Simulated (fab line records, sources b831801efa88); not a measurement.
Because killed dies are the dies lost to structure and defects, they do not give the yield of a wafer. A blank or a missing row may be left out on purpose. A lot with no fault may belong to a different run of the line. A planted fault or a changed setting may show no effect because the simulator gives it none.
A single fault, viewed from 2 desks ; flow sfq line ; each desk holds nothing but its own numbers, with what lay behind them at the end

== THE METROLOGY DESK ==
Lot by lot, what the gauges showed, no matter which tool ran the lot: averages of those sampled wafers that carry a number. If a lot's mean is further than 4 standard deviations from the usual mean, the lot is out of limits and carries the mark OUT (the distance appears in the brackets).
Columns: A = R5_MONX_THK at SFQ_R5_THK_MEAS_934, usual 38.8 nm; B = R5_OVL at SFQ_R5_OVL_MEAS_935, usual -2 nm; C = I5_OVL at SFQ_I5_OVL_MEAS_936, usual -1 nm; D = C5_OVL at SFQ_C5_OVL_MEAS_937, usual -3 nm
lot;first seen here;A;B;C;D
L237;day 59 17:34;39.0;-3;1;-4
L239;day 59 20:34;38.1;-8;-2;-0
L246;day 62 12:55;38.6;-2;-2;2
L248;day 63 01:22;39.0;-6;0;-1
L250;day 64 17:08;39.4;-5;-6;-2
L253;day 69 11:04;38.6;1;-7;-9
This desk's verdict: no lot among the 6 shows anything out of limits.

== FOR THE TOOL OWNER'S DESK: pecvd-01 ==
The tool's own readings at SFQ_TRILAYER_A5C_DEP_PECVD_142 (deposits SiO2 from SiH4/N2O, time 15.556 s, target thk 70 nm): means of the sampled wafers that have a number, for each lot that ran on this tool. If a lot's mean is further than 4 standard deviations from the usual mean, the lot is out of limits and carries the mark OUT (the distance appears in the brackets).
Columns: A = heater power w at SFQ_TRILAYER_A5C_DEP_PECVD_142, usual 82 W; B = rf fwd power W at SFQ_TRILAYER_A5C_DEP_PECVD_142, usual 180.4 W; C = throttle valve pct at SFQ_TRILAYER_A5C_DEP_PECVD_142, usual 25.2 %
lot;first seen here;A;B;C
L239;day 60 21:03;73;180.9;22.8
L248;day 68 09:29;90;179.8;24.4
L250;day 68 16:42;81;181.0;24.1
This desk's verdict: no lot among the 3 shows anything out of limits.

== TAKEN TOGETHER ==
The metrology desk saw nothing out of limits.
Nothing out of limits was seen by the tool owner's desk.

== WHAT WAS PUT IN BY THE SIMULATOR ==
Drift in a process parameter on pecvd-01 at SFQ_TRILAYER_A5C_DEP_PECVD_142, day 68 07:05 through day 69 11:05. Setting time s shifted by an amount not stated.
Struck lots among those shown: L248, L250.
